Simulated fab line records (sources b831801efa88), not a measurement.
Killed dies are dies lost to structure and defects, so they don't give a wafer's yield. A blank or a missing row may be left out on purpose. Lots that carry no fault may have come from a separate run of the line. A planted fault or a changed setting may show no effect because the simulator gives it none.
8D (eight disciplines) problem report, filled in by code || flow sky130 || the parts of the form that need people (team, actions taken, sign-off) are left out

## 1. WHAT IS WRONG
Mean of run length s at SKY_PAD_OPEN_ETCH_07: 183.7 s across 2 wafers in 2 lots; on wafers with no fault it is 189.3 s (standard deviation 0.42). That is -13 standard deviations from the usual mean.
The step: etches the open film in CF4/O2, stops on AlCu, target depth 725 nm, time 161.1 s.
First seen on wafer L987.3, day 46 17:34, on rie diel-03. The record holds 31 wafers of 11 lots with a number at this step. Rule for "out", or "out of limits": more than 4 standard deviations from the usual mean. The other wafers with a number count as sound.

## 2. WHAT IT IS, AND WHAT IT ISN'T
{"question": "which readings at this step", "is": "run length s", "is not": "O2_flow_sccm, drypump motor current A, throttle valve pct"}
{"question": "which lots", "is": "L987, L989", "is not": "L104, L106, L983, L984, L985, L986, L993, L995, L999"}
{"question": "which wafers of those lots", "is": "L987.3, L989.3", "is not": "L987.4, L989.5"}
{"question": "read on which tools", "is": "rie diel-03", "is not": "rie diel-02, rie diel-04"}
{"question": "when", "is": "from day 46 17:34", "is not": "up to then (13 sound wafers); but 16 sound wafers of L104, L106, L989, L993, L995, L999 came after"}

## 3. WHAT RULES OUT EACH SUSPECT
Counting: any tool at a process step up to the reading remains a suspect provided it ran every lot that is out. Sound lots after the first of them don't rule it out here, since some wafers of a struck lot are sound.
- rie metal-04 at SKY_CAP2M_METAL_ETCH_13 (etches TiN in Cl2/BCl3, stops on SiO2, target depth 220 nm, time 62.9 s): kept. Every lot that is out went through it, the first being L987 (day 41 21:54); the last sound lot it ran before that was L986 (day 41 17:51).
- rie diel-03 at SKY_PAD_OPEN_ETCH_07 (etches the open film in CF4/O2, stops on AlCu, target depth 725 nm, time 161.1 s): kept. Every lot that is out went through it, the first being L987 (day 46 17:34); the last sound lot it ran before that was L986 (day 46 14:05). Out on those wafers are its own readings of run length s.
- At SKY_PAD_OPEN_ETCH_07, inside rie diel-03: chamber 2 took the wafers that are out, while their sound lot-mates went through chambers 0, 1.
What counting leaves: rie metal-04 at SKY_CAP2M_METAL_ETCH_13 and rie diel-03 at SKY_PAD_OPEN_ETCH_07.

## 4. THE CAUSE (what the simulator had put in)
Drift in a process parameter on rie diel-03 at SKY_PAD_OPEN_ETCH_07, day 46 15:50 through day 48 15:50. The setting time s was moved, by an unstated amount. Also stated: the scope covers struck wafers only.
2 suspects survive the count, and this tool is in that group.

## 5. THE CHAIN OF EFFECTS, in route order
Each row: a reading where the mean over the struck wafers with a number is more than 3 standard deviations away from the usual. Only readings for which the record gives a usual standard deviation are gone through. hours: the time from each lot's start at the first step in this table that gives one to its start at this step, as a median over the lots. sigmas: the change in usual standard deviations.
{"hours": 0, "step": "SKY_PAD_OPEN_ETCH_07", "reading": "oes product au", "usual": "0.977 a.u.", "on struck wafers": 1.000, "change": "+0.023", "sigmas": "+3.2"}
{"hours": 0, "step": "SKY_PAD_OPEN_ETCH_07", "reading": "run length s", "usual": "189.3 s", "on struck wafers": 183.7, "change": -5.7, "sigmas": -13}
The process steps in it:
- SKY_PAD_OPEN_ETCH_07: etches the open film in CF4/O2, stops on AlCu, target depth 725 nm, time 161.1 s.

## 6. WHAT WOULD HAVE CAUGHT IT SOONER
2 hours passed between the start of the fault at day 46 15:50 and the first reading out of limits in this record, taken at day 46 17:34.
